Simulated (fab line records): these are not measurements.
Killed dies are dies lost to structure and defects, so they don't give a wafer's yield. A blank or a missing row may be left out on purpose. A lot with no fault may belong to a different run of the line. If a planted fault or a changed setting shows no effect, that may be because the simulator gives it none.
The tool behind it: which one? ; flow gf180mcu ; Sampling: 12 lots, 36 wafers, 4 of 602 route steps

## WHAT THE GAUGES READ, wafer by wafer
GF_LVPWELL_TW_MEAS_11.
lot;measured;on;LVPWELL_TW
L273;day 3 21:19;film_metro-04;555 558 560
L275;day 4 07:03;film_metro-04;562 560 565
L276;day 4 13:49;film_metro-02;556 556 560
L277;day 4 20:12;film_metro-01;560 560 561
L278;day 5 01:26;film_metro-04;561 562 560
L284;day 6 11:22;film_metro-04;617 617 616
L285;day 6 15:16;film_metro-01;562 563 560
L288;day 7 12:20;film_metro-02;611 610 607
L289;day 7 13:37;film_metro-02;557 556 557
L290;day 7 21:06;film_metro-04;561 562 559
L291;day 8 03:23;film_metro-04;559 558 558
L293;day 8 13:52;film_metro-02;551 553 550

GF_VT_IMPLANT_RS_MEAS_48: measurement is done with a four-point probe.
lot;measured;on;LVPWELL_RS (ohm/sq)
L273;day 7 11:23;film_metro-01;1196 1200 1201
L275;day 8 00:56;film_metro-02;1201 1198 1196
L276;day 8 07:07;film_metro-04;1192 1191 1191
L277;day 8 16:08;film_metro-01;1199 1195 1201
L278;day 8 22:10;film_metro-01;1194 1198 1199
L284;day 10 14:14;film_metro-01;1427 1432 1430
L285;day 10 20:17;film_metro-01;1193 1194 1198
L288;day 12 00:25;film_metro-01;1425 1426 1425
L289;day 12 00:34;film_metro-02;1198 1197 1197
L290;day 12 09:31;film_metro-01;1193 1192 1194
L291;day 12 14:55;film_metro-04;1194 1196 1193
L293;day 13 05:02;film_metro-04;1201 1202 1201

GF_CONTACT_BOW_MEAS_05.
lot;measured;on;CONTACT_BOW (um)
L273;day 14 23:24;film_metro-04;56 66 62
L275;day 15 17:47;film_metro-04;74 69 54
L276;day 15 23:45;film_metro-04;48 63 66
L277;day 16 14:04;film_metro-02;70 59 52
L278;day 16 23:04;film_metro-01;62 64 61
L284;day 19 07:28;film_metro-02;65 64 55
L285;day 19 10:52;film_metro-04;70 65 63
L288;day 21 01:48;film_metro-02;66 66 64
L289;day 20 23:23;film_metro-04;54 75 65
L290;day 21 14:29;film_metro-04;65 64 63
L291;day 21 18:33;film_metro-01;77 63 81
L293;day 22 10:15;film_metro-02;64 70 74

## WHAT TOOL EACH LOT RAN ON (gives the tool, then ch and the chambers of the sampled wafers, and finally the start)
lot;GF_LVPWELL_IMPLANT_08
L273;implanter-02 ch 0, day 3 20:56
L275;implanter-04 ch 0, day 4 06:40
L276;implanter-04 ch 0, day 4 13:26
L277;implanter-03 ch 0, day 4 19:49
L278;implanter-04 ch 0, day 5 01:02
L284;implanter-03 ch 0, day 6 10:59
L285;implanter-02 ch 0, day 6 14:53
L288;implanter-03 ch 0, day 7 11:56
L289;implanter-02 ch 0, day 7 13:13
L290;implanter-04 ch 0, day 7 20:43
L291;implanter-02 ch 0, day 8 02:59
L293;implanter-02 ch 0, day 8 13:28
- GF_LVPWELL_IMPLANT_08

## AS READ BY THE TOOLS THEMSELVES (means over the sampled wafers that have a number; for cases with no such wafer, the mark the record gives instead)
GF_LVPWELL_IMPLANT_08.
lot;tool;tilt_deg (degrees)
L273;implanter-02;-0.017
L275;implanter-04;0.003
L276;implanter-04;0.006
L277;implanter-03;0.020
L278;implanter-04;0.016
L284;implanter-03;6.320
L285;implanter-02;0.006
L288;implanter-03;6.283
L289;implanter-02;-0.007
L290;implanter-04;0.010
L291;implanter-02;0.008
L293;implanter-02;0.003

## THE ANSWER, worked out from the rows above alone
Rule: what is usual is taken from the lots themselves. The widest of any qualifying gaps counts: lots, ordered by their means at a reading, are off when they make up no more than a third of the lots, leave a main group of 4 or more, and stand apart from it by 3 or more times the standard deviation of that group's means. A main group whose means are all the same, to the digits that the tables above print for the reading, isn't used. Also off: a lot with no number at a reading for which 4 or more lots have one. Where the step has rows for the other lots, those lots are counted as sound. Order of review: gauges by route order, followed by the tools' own readings, for which a lot's mean as printed above is used. The first step at which some lot is off is used, and at that step the reading that is off furthest; a lot without a number counts as furthest.
Off: at GF_LVPWELL_TW_MEAS_11 (LVPWELL_TW), L284, L288. Main group: mean 559, sd 3.1.
A tool fits if, at a process step before that reading, it ran every lot that is off, and no sound lot after the first of them. Not tried: the gauges at GF_LVPWELL_TW_MEAS_11; whatever is off there is also off at GF_VT_IMPLANT_RS_MEAS_48, on other tools, and gauge error can't account for it. One fits: GF_LVPWELL_IMPLANT_08 on implanter-03. Its last sound lot is L277 (day 4 19:49), its first lot that is off L284 (day 6 10:59): a fault that began between those two fits.
The tool's own readings at GF_LVPWELL_IMPLANT_08 bear it out: on the lots that are off they differ by more than 5 times the standard deviation of the sound lots' means. tilt_deg reads 6.302 degrees there against 0.005 degrees on the sound lots.

## WHAT THE SIMULATOR HAD INSERTED
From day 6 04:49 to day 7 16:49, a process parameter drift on implanter-03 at GF_LVPWELL_IMPLANT_08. A move of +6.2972 in setting tilt_deg, from 0. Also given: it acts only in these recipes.
Shown lots that were struck: L284, L288. The rule above reached the same finding.
